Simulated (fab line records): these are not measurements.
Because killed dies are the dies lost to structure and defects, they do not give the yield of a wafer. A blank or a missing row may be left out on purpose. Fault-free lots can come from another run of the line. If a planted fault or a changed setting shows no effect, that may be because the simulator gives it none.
fab line records + flow gf180mcu
[record]
- lots = 14
- wafers = 42
- lastDay = 34
route steps=602 shown V1@360 V2@394 V3@430
lots untouched by any fault: they come from a run of this same line in which no faults occurred
startH: hours from the record's first day to the start of the lot's first wafer shown + waitH: time in hours since the lot's previous step + " the same as in the row above + L1.1+2: a single row standing in for several wafers + - no value, or no start was given + * or withheld: withheld + < > ~ a bound
route shown NAME@n: names a module that has steps shown in the file, with the first one's number in the route + usual: mean/standard deviation of fault-free wafers + same: alike in all rows + chamber/n: place in a boat + sites: per-site readings + _std_site: the standard deviation of these + _edge_site: inner sites' mean taken away from outer sites' mean + radiusMm: for every site, how far away it sits from the centre of the wafer + mask NAME#n: copy n + behind: the tool/chamber that last shaped the wafer + hold: the reason the lot was held/the length of the hold in hours/how it ended + device: which transistor (n, p or np) failed to switch + end of line: tests run on the same wafers once the route is complete + step lacking rows: just its recipe + killed: count of dies lost to structure and defects at first sort (not the wafer's yield) + map: dies across one wafer; x = killed, . = not, _ = none there
set.NAME: the setting as run; set.NAME@STEP: as run at that earlier step + model.NAME: the simulator's own value behind a step, which no gauge read
a sample of lots followed through the steps of the route, with each step as a table and each wafer as a row
services: from which hour (startH, from the record's first day; less than 0 if before it) a tool's chamber was out of use, for how many hours, and why
[[steps]]
[step GF_V1_THK_MEAS_25]
[recipe]
- thkMeasGauge = xrf
- reads = W_of_V1_CVD_23
[usual]
- V1_W_THK = 351/4.4
| lot.wafer | tool         | chamber | startH | waitH | V1_W_THK[nm] |
|-----------|--------------|---------|--------|-------|--------------|
| L542.1    | filmMetro-03 | -       | 395.37 | 0.1   | 352          |
| L542.2    | "            | -       | "      | "     | 350          |
| L542.3    | "            | -       | "      | "     | 349          |
| L543.1    | filmMetro-04 | -       | 402.02 | 0.1   | 348          |
| L543.5    | "            | -       | "      | "     | 346          |
| L543.6    | "            | -       | "      | "     | 349          |
| L545.2    | filmMetro-03 | -       | 430.65 | 0.1   | 350          |
| L545.3    | "            | -       | "      | "     | 350          |
| L545.5    | "            | -       | "      | "     | 349          |
| L544.2    | filmMetro-01 | -       | 431.98 | 0.1   | 355          |
| L544.5    | "            | -       | "      | "     | 351          |
| L544.6    | "            | -       | "      | "     | 357          |
| L546.2    | filmMetro-01 | -       | 442.83 | 0.1   | 350          |
| L546.4    | "            | -       | "      | "     | 355          |
| L546.6    | "            | -       | "      | "     | 355          |
| L547.2    | filmMetro-03 | -       | 450.45 | 0.1   | 347          |
| L547.3    | "            | -       | "      | "     | 348          |
| L547.4    | "            | -       | "      | "     | 348          |
| L548.2    | filmMetro-03 | -       | 455.62 | 0.1   | 349          |
| L548.5    | "            | -       | "      | "     | 353          |
| L548.6    | "            | -       | "      | "     | 351          |
| L551.1    | filmMetro-03 | -       | 479.15 | 0.1   | 355          |
| L551.2    | "            | -       | "      | "     | 357          |
| L551.4    | "            | -       | "      | "     | 353          |
| L552.2    | filmMetro-01 | -       | 482.10 | 0.1   | 354          |
| L552.3    | "            | -       | "      | "     | 353          |
| L552.4    | "            | -       | "      | "     | 353          |
| L555.1    | filmMetro-04 | -       | 522.62 | 0.1   | 352          |
| L555.2    | "            | -       | "      | "     | 347          |
| L555.6    | "            | -       | "      | "     | 348          |
| L558.4    | filmMetro-01 | -       | 540.12 | 0.1   | 353          |
| L558.5    | "            | -       | "      | "     | 349          |
| L558.6    | "            | -       | "      | "     | 359          |
| L559.4    | filmMetro-01 | -       | 552.93 | 0.1   | 360          |
| L559.5    | "            | -       | "      | "     | 361          |
| L559.6    | "            | -       | "      | "     | 355          |
| L561.1    | filmMetro-03 | -       | 565.83 | 0.1   | 354          |
| L561.4    | "            | -       | "      | "     | 350          |
| L561.5    | "            | -       | "      | "     | 347          |
| L565.2    | filmMetro-03 | -       | 597.68 | 0.1   | 345          |
| L565.3    | "            | -       | "      | "     | 345          |
| L565.5    | "            | -       | "      | "     | 348          |
[step GF_V2_PEB_12]
[recipe]
- pebTempC = 135
- pebTimeS = 91.89
- resist = KrF
[usual]
- chillPlateTempC = 23.01/0.12
- exhaustPa = 45.1/0.96
- plateSensorTCentreC = 136.13/0.0099
- plateSensorTEdgeC = 136.29/0.01
| lot.wafer | tool          | chamber | startH | waitH | chillPlateTempC | exhaustPa | plateSensorTCentreC | plateSensorTEdgeC |
|-----------|---------------|---------|--------|-------|-----------------|-----------|---------------------|-------------------|
| L542.1    | lithoTrack-03 | 0       | 444.29 | -     | 23.03           | 44.6      | 136.13              | 136.3             |
| L542.2    | "             | 0       | "      | "     | 23.10           | 45.8      | 136.12              | 136.31            |
| L542.3    | "             | 0       | "      | "     | 23.07           | 46.1      | 136.12              | 136.29            |
| L543.1    | lithoTrack-03 | 0       | 450.89 | -     | 23.12           | 45.5      | 136.13              | 136.28            |
| L543.5    | "             | 0       | "      | "     | 23.18           | 45.5      | 136.13              | 136.3             |
| L543.6    | "             | 0       | "      | "     | 23.20           | 45.0      | 136.13              | 136.3             |
| L545.2    | lithoTrack-04 | 0       | 480.05 | -     | 23.06           | 43.8      | 136.13              | 136.3             |
| L545.3    | "             | 0       | "      | "     | 23.15           | 43.6      | 136.15              | 136.29            |
| L545.5    | "             | 0       | "      | "     | 23.11           | 44.0      | 136.12              | 136.29            |
| L544.2    | lithoTrack-04 | 0       | 481.50 | -     | 23.01           | 44.0      | 136.13              | 136.29            |
| L544.5    | "             | 0       | "      | "     | 22.99           | 45.8      | 136.11              | 136.29            |
| L544.6    | "             | 0       | "      | "     | 22.97           | 44.3      | 136.11              | 136.29            |
| L546.2    | lithoTrack-02 | 0       | 490.84 | -     | 22.63           | 43.4      | 136.13              | 136.3             |
| L546.4    | "             | 0       | "      | "     | 22.70           | 44.7      | 136.13              | 136.28            |
| L546.6    | "             | 0       | "      | "     | 22.84           | 43.6      | 136.11              | 136.28            |
| L547.2    | lithoTrack-04 | 0       | 497.50 | -     | 22.91           | 45.8      | 136.11              | 136.3             |
| L547.3    | "             | 0       | "      | "     | 22.97           | 46.1      | 136.12              | 136.3             |
| L547.4    | "             | 0       | "      | "     | 23.05           | 45.5      | 136.13              | 136.28            |
| L548.2    | lithoTrack-04 | 0       | 505.40 | -     | 23.17           | 45.8      | 136.13              | 136.31            |
| L548.5    | "             | 0       | "      | "     | 23.17           | 46.3      | 136.12              | 136.3             |
| L548.6    | "             | 0       | "      | "     | 23.29           | 46.6      | 136.14              | 136.3             |
| L551.1    | lithoTrack-03 | 0       | 529.04 | -     | 23.07           | 45.5      | 136.14              | 136.29            |
| L551.2    | "             | 0       | "      | "     | 23.27           | 44.7      | 136.13              | 136.29            |
| L551.4    | "             | 0       | "      | "     | 23.07           | 45.4      | 136.11              | 136.28            |
| L552.2    | lithoTrack-03 | 0       | 532.57 | -     | 22.96           | 46.0      | 136.14              | 136.29            |
| L552.3    | "             | 0       | "      | "     | 23.00           | 44.4      | 136.14              | 136.28            |
| L552.4    | "             | 0       | "      | "     | 23.15           | 45.5      | 136.13              | 136.29            |
| L555.1    | lithoTrack-03 | 0       | 569.54 | -     | 22.78           | 46.0      | 136.11              | 136.28            |
| L555.2    | "             | 0       | "      | "     | 22.92           | 44.8      | 136.12              | 136.3             |
| L555.6    | "             | 0       | "      | "     | 22.86           | 45.3      | 136.11              | 136.29            |
| L558.4    | lithoTrack-03 | -       | 587.29 | -     | -               | -         | -                   | -                 |
| L558.5    | "             | -       | "      | "     | -               | -         | -                   | -                 |
| L558.6    | "             | -       | "      | "     | -               | -         | -                   | -                 |
| L559.4    | lithoTrack-03 | -       | 599.84 | -     | -               | -         | -                   | -                 |
| L559.5    | "             | -       | "      | "     | -               | -         | -                   | -                 |
| L559.6    | "             | -       | "      | "     | -               | -         | -                   | -                 |
| L561.1    | lithoTrack-04 | 0       | 610.82 | -     | 23.14           | 44.0      | 136.13              | 136.31            |
| L561.4    | "             | 0       | "      | "     | 23.02           | 43.9      | 136.11              | 136.3             |
| L561.5    | "             | 0       | "      | "     | 23.11           | 44.0      | 136.12              | 136.28            |
| L565.2    | lithoTrack-02 | 0       | 641.89 | -     | 23.20           | 44.4      | 136.14              | 136.31            |
| L565.3    | "             | 0       | "      | "     | 23.11           | 45.5      | 136.14              | 136.31            |
| L565.5    | "             | 0       | "      | "     | 22.97           | 46.2      | 136.14              | 136.3             |
[step GF_V3_THK_MEAS_01]
[recipe]
- reads = SiO2_of_V3_CVD_00
[usual]
- V3_CVD_00_THK = 602/7
| lot.wafer | tool         | chamber | startH | waitH | V3_CVD_00_THK[nm] |
|-----------|--------------|---------|--------|-------|-------------------|
| L542.1    | filmMetro-03 | -       | 468.23 | 0.0   | 592               |
| L542.2    | "            | -       | "      | "     | 601               |
| L542.3    | "            | -       | "      | "     | 598               |
| L543.1    | filmMetro-04 | -       | 477.90 | 0.0   | 587               |
| L543.5    | "            | -       | "      | "     | 593               |
| L543.6    | "            | -       | "      | "     | 587               |
| L545.2    | filmMetro-04 | -       | 507.64 | 0.0   | 599               |
| L545.3    | "            | -       | "      | "     | 592               |
| L545.5    | "            | -       | "      | "     | 594               |
| L544.2    | filmMetro-04 | -       | 509.31 | 0.0   | 606               |
| L544.5    | "            | -       | "      | "     | 608               |
| L544.6    | "            | -       | "      | "     | 603               |
| L546.2    | filmMetro-03 | -       | 518.09 | 0.0   | 600               |
| L546.4    | "            | -       | "      | "     | 593               |
| L546.6    | "            | -       | "      | "     | 601               |
| L547.2    | filmMetro-04 | -       | 527.02 | 0.1   | 602               |
| L547.3    | "            | -       | "      | "     | 604               |
| L547.4    | "            | -       | "      | "     | 605               |
| L548.2    | filmMetro-03 | -       | 532.69 | 0.1   | 596               |
| L548.5    | "            | -       | "      | "     | 601               |
| L548.6    | "            | -       | "      | "     | 604               |
| L551.1    | filmMetro-03 | -       | 555.31 | 0.0   | 599               |
| L551.2    | "            | -       | "      | "     | 609               |
| L551.4    | "            | -       | "      | "     | 596               |
| L552.2    | filmMetro-03 | -       | 558.25 | 0.0   | 614               |
| L552.3    | "            | -       | "      | "     | 600               |
| L552.4    | "            | -       | "      | "     | 596               |
| L555.1    | filmMetro-03 | -       | 594.62 | 0.0   | 605               |
| L555.2    | "            | -       | "      | "     | 594               |
| L555.6    | "            | -       | "      | "     | 607               |
| L561.1    | filmMetro-01 | -       | 634.22 | 0.0   | 606               |
| L561.4    | "            | -       | "      | "     | 607               |
| L561.5    | "            | -       | "      | "     | 611               |
| L565.2    | filmMetro-01 | -       | 663.61 | 0.0   | 592               |
| L565.3    | "            | -       | "      | "     | 601               |
| L565.5    | "            | -       | "      | "     | 603               |
[step GF_V3_CMP_04]
[recipe]
- material = SiO2
- downForcePsi = 4
- platenRpm = 60
- padVelocityMS = 0.94248
[usual]
- motorCurrentA = 12.5/0.65
- retainingRingPressureFrac = 0.999/0.0054
- timeToEndpointS = 80/5.4
| lot.wafer | tool   | chamber | startH | waitH | motorCurrentA | retainingRingPressureFrac | timeToEndpointS |
|-----------|--------|---------|--------|-------|---------------|---------------------------|-----------------|
| L542.2    | cmp-01 | 3       | 468.47 | 0.1   | 12.1          | 0.996                     | 80              |
| L542.1    | "      | 0       | "      | "     | 11.8          | 1.002                     | 74              |
| L542.3    | "      | 1       | "      | "     | 12.7          | 0.999                     | 75              |
| L543.1    | cmp-02 | 0       | 478.14 | 0.1   | 13.4          | 0.997                     | 76              |
| L543.5    | "      | 3       | "      | "     | 12.6          | 1.000                     | 83              |
| L543.6    | "      | 0       | "      | "     | 13.0          | 1.000                     | 83              |
| L545.3    | cmp-01 | 3       | 507.92 | 0.1   | 11.9          | 1.007                     | 85              |
| L545.2    | "      | 0       | "      | "     | 12.2          | 1.001                     | 84              |
| L545.5    | "      | 2       | "      | "     | 12.3          | 1.000                     | 82              |
| L544.2    | cmp-02 | 2       | 509.64 | 0.2   | 12.5          | 1.001                     | 78              |
| L544.6    | "      | 3       | "      | "     | 12.2          | 0.997                     | 79              |
| L544.5    | "      | 0       | "      | "     | 13.4          | 1.000                     | 80              |
| L546.2    | cmp-02 | 1       | 518.27 | 0.0   | 11.7          | 1.004                     | 79              |
| L546.4    | "      | 0       | "      | "     | 14.1          | 0.994                     | 79              |
| L546.6    | "      | 1       | "      | "     | 11.9          | 1.002                     | 81              |
| L547.2    | cmp-02 | 0       | 527.20 | 0.0   | 14.2          | 0.996                     | 73              |
| L547.4    | "      | 1       | "      | "     | 12.6          | 1.006                     | 79              |
| L547.3    | "      | 3       | "      | "     | 12.6          | 0.994                     | 83              |
| L548.2    | cmp-01 | 1       | 533.02 | 0.2   | 12.8          | 0.995                     | 72              |
| L548.6    | "      | 2       | "      | "     | 12.2          | 0.998                     | 78              |
| L548.5    | "      | 3       | "      | "     | 12.5          | 0.999                     | 82              |
| L551.2    | cmp-02 | 1       | 555.50 | 0.0   | 12.2          | 1.005                     | 70              |
| L551.1    | "      | 3       | "      | "     | 12.2          | 0.996                     | 71              |
| L551.4    | "      | 0       | "      | "     | 13.5          | 1.014                     | 76              |
| L552.4    | cmp-01 | 3       | 558.48 | 0.1   | 12.8          | 0.999                     | 85              |
| L552.2    | "      | 0       | "      | "     | 11.8          | 0.985                     | 83              |
| L552.3    | "      | 1       | "      | "     | 12.9          | 0.995                     | 84              |
| L555.1    | cmp-02 | 3       | 594.81 | 0.1   | 12.1          | 1.003                     | 70              |
| L555.2    | "      | 1       | "      | "     | 12.9          | 0.992                     | 77              |
| L555.6    | "      | 3       | "      | "     | 11.8          | 0.995                     | 83              |
| L561.1    | cmp-02 | 3       | 634.46 | 0.1   | 12.0          | 0.993                     | 83              |
| L561.4    | "      | 0       | "      | "     | 13.6          | 0.995                     | 94              |
| L561.5    | "      | 3       | "      | "     | 12.1          | 0.994                     | 88              |
| L565.3    | cmp-01 | 0       | 663.89 | 0.1   | 11.3          | 0.998                     | 74              |
| L565.2    | "      | 1       | "      | "     | 12.4          | 0.994                     | 78              |
| L565.5    | "      | 2       | "      | "     | 12.7          | 0.997                     | 82              |
[[services]]
| tool   | chamber | startH | hours | kind                          |
|--------|---------|--------|-------|-------------------------------|
| cmp-01 | -       | 481.90 | 4.4   | pm                            |
| cmp-02 | -       | 495.75 | 0.7   | repair                        |
| cmp-02 | -       | 552.60 | 0.4   | repair                        |
| cmp-01 | -       | 572.05 | 4.0   | pm                            |
| cmp-01 | -       | 576.05 | -     | consumableReplace:conditioner |
| cmp-01 | -       | 576.05 | -     | consumableReplace:pad         |
| cmp-01 | -       | 597.47 | 11.9  | pm                            |
| cmp-02 | -       | 637.07 | 0.6   | repair                        |
| cmp-02 | -       | 646.22 | 5.3   | repair                        |
| cmp-01 | -       | 650.46 | 2.3   | repair                        |
| cmp-01 | -       | 651.25 | 2.2   | repair                        |
[[key]]
[firstSign]
- step = GF_V2_PEB_12
- reading = toolRecord
- direction = missing
effect none on later readings
metAt GF_V2_PEB_12
struckLots L558,L559
laterRowsLeftOut L558.4,L558.5,L558.6,L559.4,L559.5,L559.6
sortLeftOut L558.4,L558.5,L558.6,L559.4,L559.5,L559.6
notActingAt GF_V1_THK_MEAS_25,GF_V3_THK_MEAS_01,GF_V3_CMP_04
onsetBetween 569.54 587.29
[fault]
- kind = skippedStepWhole
- tool = lithoTrack-03
- chamber = -
- onsetH = 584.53
- steps = GF_V2_PEB_12
- scope = struckLotsOnly
// sortLeftOut: the simulated sort isn't trusted on such a fault, so these wafers' sort isn't shown, and their yield isn't known
// laterRowsLeftOut: the simulator's readings of these wafers behind a module that went badly wrong aren't trusted and aren't shown, but for the sort
